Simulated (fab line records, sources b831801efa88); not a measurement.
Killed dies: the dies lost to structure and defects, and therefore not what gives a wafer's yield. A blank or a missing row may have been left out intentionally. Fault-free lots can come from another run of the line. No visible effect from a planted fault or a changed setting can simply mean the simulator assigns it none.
Problem report in the 8D (eight disciplines) form, filled by code | flow sky130 | the parts of the form that need people (team, actions taken, sign-off) are left out

## 1. THE PROBLEM
Wafers free of any fault read 12.2 nm (standard deviation 0.31) for FIELD_ISO_OXIDATION_00_THK at SKY_FIELD_ISO_THK_MEAS_02, against a mean of 10.2 nm on 6 wafers of 2 lots. That is -6.5 standard deviations from the usual mean.
First seen on wafer L712.1, day 3 13:38, on film-metro-02. At this step, 36 wafers from 12 lots have a number in the record. Rule for "out" (also "out of limits"): further than 4 standard deviations from the usual mean. All remaining wafers that have a number are taken as sound.

## 2. WHAT IT IS, AND WHAT IT ISN'T
question                    | is                           | is not
which readings at this step | FIELD_ISO_OXIDATION_00_THK   | -
which lots                  | L712, L714                   | L703, L704, L705, L706, L708, L709, L710, L717, L724, L725
which wafers of those lots  | all that have a number       | -
read on which gauges        | film-metro-01, film-metro-02 | film-metro-04
when                        | from day 3 13:38             | up to then (21 sound wafers); but 9 sound wafers of L717, L724, L725 came after

## 3. WHAT RULES OUT EACH SUSPECT
Counting: a tool at any process step up to the reading remains a suspect when it ran all the lots that are out and ran no sound lot after the first of those.
- the gauge at SKY_FIELD_ISO_THK_MEAS_02 has been ruled out. Those wafers that are out were read across 2 gauges (film-metro-01, film-metro-02).
- furnace-01 at SKY_FIELD_ISO_OXIDATION_01 (stabilise 600 s, purge 300 s, target thk 12 nm): kept. Every lot that is out went through it, starting with L712 (day 3 12:07), and after that it ran no sound lot; the last sound lot it ran before then is L710 (day 3 02:50).
Remaining after the count: furnace-01 at SKY_FIELD_ISO_OXIDATION_01.

## 4. THE CAUSE (what the simulator had put in)
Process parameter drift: furnace-01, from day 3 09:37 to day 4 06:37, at SKY_FIELD_ISO_OXIDATION_01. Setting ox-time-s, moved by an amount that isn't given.
Counting left only this tool.

## 5. THE EFFECT CHAIN, in route order
Each row: a reading where the mean over the struck wafers with a number is more than 3 standard deviations away from the usual. Only readings whose record carries a usual standard deviation are examined. hours: median over the lots of the time between each lot's start at the first step of this table that gives one and its start at this step. sigmas: the change, counted in usual standard deviations.
hours | step                      | reading                    | usual   | on struck wafers | change | sigmas
0     | SKY_FIELD_ISO_THK_MEAS_02 | FIELD_ISO_OXIDATION_00_THK | 12.2 nm | 10.2             | -2.0   | -6.5
At these later measuring or inspecting steps, every struck wafer for which the step has a row has a number for every such reading, and none has moved that far: SKY_FIELD_ISO_CD_MEAS_13.

## 6. WHAT WOULD HAVE CAUGHT IT SOONER
Counted from the fault's start at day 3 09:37, it took 4 hours until the first out-of-limits reading at a measuring or inspecting step in this record, taken at day 3 13:38.
Tool readings at SKY_FIELD_ISO_OXIDATION_01 with a usual standard deviation given in the record: none out on any struck wafer, hence no alarm at a limit of 4 standard deviations on them.
Among the 2 lots that are out, L714 began SKY_FIELD_ISO_OXIDATION_01 on furnace-01 after day 3 13:38. A hold on the tool at that time would have spared it.
